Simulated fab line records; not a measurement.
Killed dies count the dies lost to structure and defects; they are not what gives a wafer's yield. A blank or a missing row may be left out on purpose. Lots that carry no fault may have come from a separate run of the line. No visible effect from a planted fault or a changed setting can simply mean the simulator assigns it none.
Which of the tools did it? ; flow sky130 ; Sampling: 24 lots, 72 wafers, 6 of 708 route steps

## WHAT EACH GAUGE READ, for each wafer
SKY_NWELL_OVL_MEAS_23.
lot;measured;on;NWELL_01_OVL (nm)
L075;day 5 15:05;overlay-02;0.7 2.2 2.8
L074;day 5 16:07;overlay-01;-2.4 -1.5 0.4
L076;day 5 20:40;overlay-02;0.7 1.1 0.4
L077;day 5 21:46;overlay-01;-3.3 -1.5 1.4
L078;day 6 00:56;overlay-02;0.1 2.8 0.0
L079;day 6 10:21;overlay-02;2.1 0.0 1.9
L080;day 6 19:08;overlay-01;-1.4 2.0 -1.0
L081;day 7 03:51;overlay-01;-1.4 -3.2 -3.5
L082;day 7 14:44;overlay-01;1.1 2.6 0.7
L083;day 7 23:00;overlay-01;0.3 0.4 0.9
L084;day 8 00:40;overlay-01;0.0 0.2 0.9
L085;day 8 11:23;overlay-01;0.6 -0.2 1.2
L086;day 8 12:22;overlay-02;-1.7 -0.6 -2.1
L087;day 8 21:58;overlay-01;1.0 -1.1 -0.8
L089;day 9 02:05;overlay-01;-0.2 -1.2 0.7
L088;day 9 02:12;overlay-01;-0.6 0.4 0.9
L090;day 9 10:11;overlay-02;-0.7 0.8 1.6
L091;day 9 15:27;overlay-01;2.0 2.5 2.7
L092;day 9 22:28;overlay-02;1.4 1.1 -0.4
L093;day 10 04:59;overlay-02;-2.9 -3.7 -2.6
L094;day 10 11:01;overlay-01;1.9 0.8 5.1
L095;day 10 12:17;overlay-01;-1.8 1.2 -1.9
L096;day 10 18:43;overlay-02;0.0 1.7 1.0
L097;day 11 03:14;overlay-01;0.9 0.4 1.1

SKY_LDD_P_CD_MEAS_07: target cd 380 nm.
lot;measured;on;cd-nm (nm)
L075;day 19 11:17;cd-sem-02;381 379 381
L074;day 19 14:05;cd-sem-02;382 381 382
L076;day 19 18:27;cd-sem-02;377 377 375
L077;day 19 21:35;cd-sem-02;382 379 383
L078;day 20 04:08;cd-sem-02;379 378 378
L079;day 20 16:27;cd-sem-02;384 386 384
L080;day 21 06:48;cd-sem-01;382 381 382
L081;day 21 22:02;cd-sem-01;383 380 381
L082;day 22 09:58;cd-sem-02;380 379 379
L083;day 23 01:43;cd-sem-01;380 377 380
L084;day 23 00:10;cd-sem-02;383 385 383
L085;day 23 11:12;cd-sem-02;372 374 376
L086;day 23 17:16;cd-sem-01;379 381 381
L087;day 24 06:16;cd-sem-02;373 374 374
L089;day 24 13:29;cd-sem-01;377 377 376
L088;day 24 10:25;cd-sem-01;384 383 383
L090;day 24 23:34;cd-sem-01;380 380 376
L091;day 25 05:01;cd-sem-01;382 381 384
L092;day 25 14:39;cd-sem-02;380 379 380
L093;day 26 02:38;cd-sem-02;383 385 383
L094;day 26 04:37;cd-sem-02;382 382 383
L095;day 26 08:01;cd-sem-02;374 377 375
L096;day 26 23:17;cd-sem-01;380 381 383
L097;day 27 04:56;cd-sem-02;375 375 373

SKY_LI_CONTACT_RS_MEAS_22: uses a four-point probe to measure.
lot;measured;on;LI_CONTACT_W_RS (ohm/sq)
L075;day 29 17:37;film-metro-02;0.2829 0.2838 0.2855
L074;day 29 20:14;film-metro-03;0.2824 0.2811 0.2836
L076;day 30 01:19;film-metro-01;0.2860 0.2859 0.2869
L077;day 30 02:38;film-metro-03;0.2778 0.2811 0.2807
L078;day 30 08:11;film-metro-02;0.2835 0.2829 0.2831
L079;day 30 21:34;film-metro-03;0.2857 0.2839 0.2837
L080;day 31 09:59;film-metro-03;0.2820 0.2804 0.2821
L081;day 31 21:28;film-metro-02;0.2834 0.2814 0.2840
L082;day 32 09:28;film-metro-01;0.2861 0.2856 0.2844
L083;day 33 04:34;film-metro-02;0.2838 0.2819 0.2846
L084;day 32 22:01;film-metro-01;0.2885 0.2850 0.2889
L085;day 33 08:43;film-metro-03;0.2830 0.2821 0.2862
L086;day 33 14:46;film-metro-01;0.2823 0.2825 0.2805
L087;day 34 02:22;film-metro-03;0.2852 0.2824 0.2841
L089;day 34 08:29;film-metro-02;0.2862 0.2885 0.2888
L088;day 34 06:55;film-metro-01;0.2812 0.2804 0.2790
L090;day 34 19:55;film-metro-01;0.2823 0.2879 0.2864
L091;day 35 00:28;film-metro-03;0.2847 0.2791 0.2843
L092;day 35 05:25;film-metro-01;0.2808 0.2803 0.2801
L093;day 35 15:56;film-metro-01;0.2806 0.2839 0.2852
L094;day 35 18:08;film-metro-01;0.2837 0.2802 0.2835
L095;day 35 22:50;film-metro-02;0.2836 0.2852 0.2848
L096;day 36 11:57;film-metro-02;0.2886 0.2874 0.2869
L097;day 36 16:16;film-metro-01;0.2857 0.2821 0.2832

SKY_VIA1_RS_MEAS_22: uses a four-point probe to measure.
lot;measured;on;VIA1_W_RS (ohm/sq)
L075;day 34 15:00;film-metro-01;0.432 0.426 0.431
L074;day 34 17:10;film-metro-02;0.429 0.424 0.436
L076;day 34 22:45;film-metro-01;0.434 0.424 0.437
L077;day 34 23:59;film-metro-01;0.431 0.427 0.421
L078;day 35 05:16;film-metro-03;0.438 0.436 0.430
L079;day 35 14:55;film-metro-01;0.423 0.428 0.424
L080;day 36 04:10;film-metro-02;0.433 0.428 0.437
L081;day 36 14:17;film-metro-02;0.430 0.439 0.426
L082;day 37 00:37;film-metro-01;0.431 0.429 0.430
L083;day 37 18:44;film-metro-02;0.428 0.420 0.424
L084;day 37 12:37;film-metro-03;0.423 0.419 0.424
L085;day 37 21:25;film-metro-01;0.420 0.414 0.417
L086;day 38 03:55;film-metro-02;0.428 0.431 0.426
L087;day 38 14:04;film-metro-03;0.423 0.424 0.425
L089;day 38 21:11;film-metro-01;0.425 0.423 0.426
L088;day 38 19:28;film-metro-01;0.426 0.427 0.432
L090;day 39 07:22;film-metro-03;0.425 0.430 0.423
L091;day 39 11:16;film-metro-01;0.429 0.432 0.428
L092;day 39 14:28;film-metro-01;0.437 0.435 0.432
L093;day 40 01:04;film-metro-03;0.421 0.424 0.428
L094;day 40 02:38;film-metro-03;0.436 0.435 0.435
L095;day 40 09:02;film-metro-02;0.430 0.427 0.429
L096;day 40 21:10;film-metro-01;0.438 0.425 0.437
L097;day 41 01:24;film-metro-03;0.430 0.434 0.429

## EACH LOT AND THE TOOL THAT RAN IT (in order: tool; ch and the chambers of the sampled wafers; start)
lot;SKY_NWELL_RTA_28;SKY_METAL1_STRIP_20
L075;rtp-anneal-02 ch 0, day 5 15:29;plasma-asher-04 ch 0, day 33 10:41
L074;rtp-anneal-02 ch 0, day 5 16:32;plasma-asher-02 ch 0,1, day 33 13:12
L076;rtp-anneal-01 ch 0, day 5 21:04;plasma-asher-02 ch 0,1, day 33 18:44
L077;rtp-anneal-02 ch 0, day 5 22:10;plasma-asher-01 ch 0,1, day 33 19:34
L078;rtp-anneal-01 ch 0, day 6 01:21;plasma-asher-04 ch 0,1, day 34 01:34
L079;rtp-anneal-02 ch 0, day 6 10:45;plasma-asher-01 ch 0,1, day 34 11:16
L080;rtp-anneal-01 ch 0, day 6 19:32;plasma-asher-04 ch 0,1, day 35 00:13
L081;rtp-anneal-02 ch 0, day 7 04:28;plasma-asher-01 ch 0,1, day 35 10:29
L082;rtp-anneal-01 ch 0, day 7 15:10;plasma-asher-04 ch 0,1, day 35 20:58
L083;rtp-anneal-02 ch 0, day 7 23:24;plasma-asher-01 ch 0, day 36 15:02
L084;rtp-anneal-01 ch 0, day 8 01:04;plasma-asher-01 ch 0,1, day 36 08:47
L085;rtp-anneal-02 ch 0, day 8 11:47;plasma-asher-04 ch 0,1, day 36 18:43
L086;rtp-anneal-01 ch 0, day 8 12:46;plasma-asher-04 ch 0,1, day 37 00:59
L087;rtp-anneal-02 ch 0, day 8 22:23;plasma-asher-02 ch 0,1, day 37 11:28
L089;rtp-anneal-01 ch 0, day 9 02:29;plasma-asher-01 ch 0, day 37 17:56
L088;rtp-anneal-02 ch 0, day 9 02:36;plasma-asher-04 ch 0,1, day 37 16:28
L090;rtp-anneal-01 ch 0, day 9 10:35;plasma-asher-04 ch 0,1, day 38 04:19
L091;rtp-anneal-02 ch 0, day 9 15:54;plasma-asher-02 ch 0,1, day 38 08:34
L092;rtp-anneal-02 ch 0, day 9 22:52;plasma-asher-01 ch 0,1, day 38 13:26
L093;rtp-anneal-01 ch 0, day 10 05:29;plasma-asher-04 ch 0,1, day 38 22:40
L094;rtp-anneal-02 ch 0, day 10 11:26;plasma-asher-01 ch 0,1, day 39 00:47
L095;rtp-anneal-01 ch 0, day 10 12:42;plasma-asher-01 ch 0,1, day 39 06:59
L096;rtp-anneal-02 ch 0, day 10 19:07;plasma-asher-02 ch 0,1, day 39 18:59
L097;rtp-anneal-01 ch 0, day 11 03:38;plasma-asher-01 ch 0,1, day 39 23:11
- SKY_NWELL_RTA_28: time 30 s.
- SKY_METAL1_STRIP_20: strips in O2/N2.

## WHAT THE TOOLS THEMSELVES READ (means of the sampled wafers that have a number; where no wafer has one, the mark that the record gives instead)
SKY_NWELL_RTA_28.
lot;tool;lamp-power-pct (%);wafer_temp_C_max
L075;rtp-anneal-02;25.34;1055.2
L074;rtp-anneal-02;25.33;1054.9
L076;rtp-anneal-01;25.29;1055.3
L077;rtp-anneal-02;25.32;1054.0
L078;rtp-anneal-01;25.27;1055.6
L079;rtp-anneal-02;25.31;1053.8
L080;rtp-anneal-01;25.31;1054.4
L081;rtp-anneal-02;25.28;1055.1
L082;rtp-anneal-01;25.33;1055.1
L083;rtp-anneal-02;25.34;1055.2
L084;rtp-anneal-01;25.28;1054.5
L085;rtp-anneal-02;25.31;1055.8
L086;rtp-anneal-01;25.32;1055.5
L087;rtp-anneal-02;25.29;1054.9
L089;rtp-anneal-01;25.31;1055.5
L088;rtp-anneal-02;25.29;1054.4
L090;rtp-anneal-01;25.33;1054.5
L091;rtp-anneal-02;25.30;1054.7
L092;rtp-anneal-02;25.25;1054.2
L093;rtp-anneal-01;25.27;1054.9
L094;rtp-anneal-02;25.34;1054.7
L095;rtp-anneal-01;25.32;1054.7
L096;rtp-anneal-02;25.27;1055.4
L097;rtp-anneal-01;25.33;1056.5

SKY_METAL1_STRIP_20.
lot;tool;drypump-motor-current-A (A);oes-product-au (a.u.);strip-time-to-endpoint-s (s)
L075;plasma-asher-04;5.6;0.341;2.60
L074;plasma-asher-02;5.9;0.342;2.58
L076;plasma-asher-02;6.0;0.343;2.68
L077;plasma-asher-01;5.5;0.342;2.63
L078;plasma-asher-04;5.5;0.342;2.71
L079;plasma-asher-01;5.1;0.338;2.58
L080;plasma-asher-04;5.4;0.339;2.66
L081;plasma-asher-01;5.5;0.337;2.66
L082;plasma-asher-04;5.4;0.343;2.71
L083;plasma-asher-01;5.8;0.339;2.66
L084;plasma-asher-01;5.5;0.338;2.66
L085;plasma-asher-04;5.5;0.342;2.66
L086;plasma-asher-04;5.5;0.344;2.66
L087;plasma-asher-02;6.0;0.339;2.67
L089;plasma-asher-01;5.9;0.344;2.69
L088;plasma-asher-04;5.4;0.339;2.68
L090;plasma-asher-04;5.4;0.338;2.65
L091;plasma-asher-02;5.9;0.342;2.68
L092;plasma-asher-01;5.1;0.340;2.71
L093;plasma-asher-04;5.5;0.346;2.73
L094;plasma-asher-01;5.1;0.345;2.68
L095;plasma-asher-01;5.1;0.344;2.79
L096;plasma-asher-02;5.9;0.339;2.66
L097;plasma-asher-01;5.5;0.337;2.68

## THE ANSWER, worked out from the rows above alone
Rule: the usual values come from the lots themselves. The widest of any qualifying gaps counts: lots, ordered by their means at a reading, are off when they make up no more than a third of the lots, leave a main group of 4 or more, and stand apart from it by 3 or more times the standard deviation of that group's means. A main group whose means are all the same, to the digits that the tables above print for the reading, isn't used. A lot without any number at a reading at which 4 lots or more have one is off too. The other lots that the step has rows for count as sound. After the gauges, taken in route order, come the tools' own readings; for these a lot's mean is taken, as printed above. At the first step where some lot is off, the reading lying furthest off is the one used; lots without a number count as furthest.
Across all readings shown, no lot is off: no conclusion can be drawn from this.

## WHAT THE SIMULATOR HAD INSERTED
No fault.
